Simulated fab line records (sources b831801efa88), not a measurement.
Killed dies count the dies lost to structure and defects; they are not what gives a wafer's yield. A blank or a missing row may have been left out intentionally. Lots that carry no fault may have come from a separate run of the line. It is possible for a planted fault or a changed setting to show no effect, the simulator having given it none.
Chamber matching	flow sky130	SKY_FIELD_ISO_CMP_27 on cmp-01: 4 sister chambers
The step polishes, stops on Si3N4, t overpolish 16 s, target thk 457.8 nm. 8 wafers are shown with their chamber, then 10 later ones without.

WAFERS WITH THEIR CHAMBER
wafer	chamber	motor current A (A)	overpolish run s (s)
L078.3	3	11.8	16.000
L082.5	3	11.2	16.011
L083.6	2	13.4	15.996
L085.4	0	12.9	16.011
L085.5	2	13.4	16.005
L085.6	1	10.3	16.002
L086.1	0	13.1	15.996
L086.2	1	10.5	15.996

WAFERS WITH NO CHAMBER GIVEN
wafer	motor current A (A)	overpolish run s (s)
L086.6	11.3	16.003
L089.2	10.6	16.008
L089.5	13.6	15.999
L089.6	10.6	15.996
L091.1	12.7	15.990
L091.3	10.8	15.992
L091.5	12.7	15.998
L095.3	12.7	15.994
L095.4	11.5	15.994
L095.5	10.5	15.994

WHICH CHAMBER EACH WENT THROUGH
wafer	from the rows above	in truth
L086.6	3	3
L089.2	1	1
L089.5	can't be placed: 2 or 0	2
L089.6	1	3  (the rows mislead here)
L091.1	can't be placed: 0 or 2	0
L091.3	can't be placed: 1 or 3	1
L091.5	can't be placed: 0 or 2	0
L095.3	can't be placed: 0 or 2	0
L095.4	3	3
L095.5	1	1
Placed correctly: 4 of 10. Not placeable from these rows: 5 (in 5, the candidates include the true chamber). Placed wrongly: 1.
How it was worked out, from the rows above alone: a wafer's distance from a chamber is the root of the sum, over the readings, of the square of ((its reading less the chamber's mean) divided by the reading's scatter). If the next closest chamber is less than 2 further off than the closest, the wafer can't be placed; otherwise it belongs to the closest. A chamber's mean is the mean of its shown wafers. The scatter is the square root of a quotient: the sum, over the shown wafers, of each reading's squared deviation from its chamber's mean, divided by wafers minus chambers.
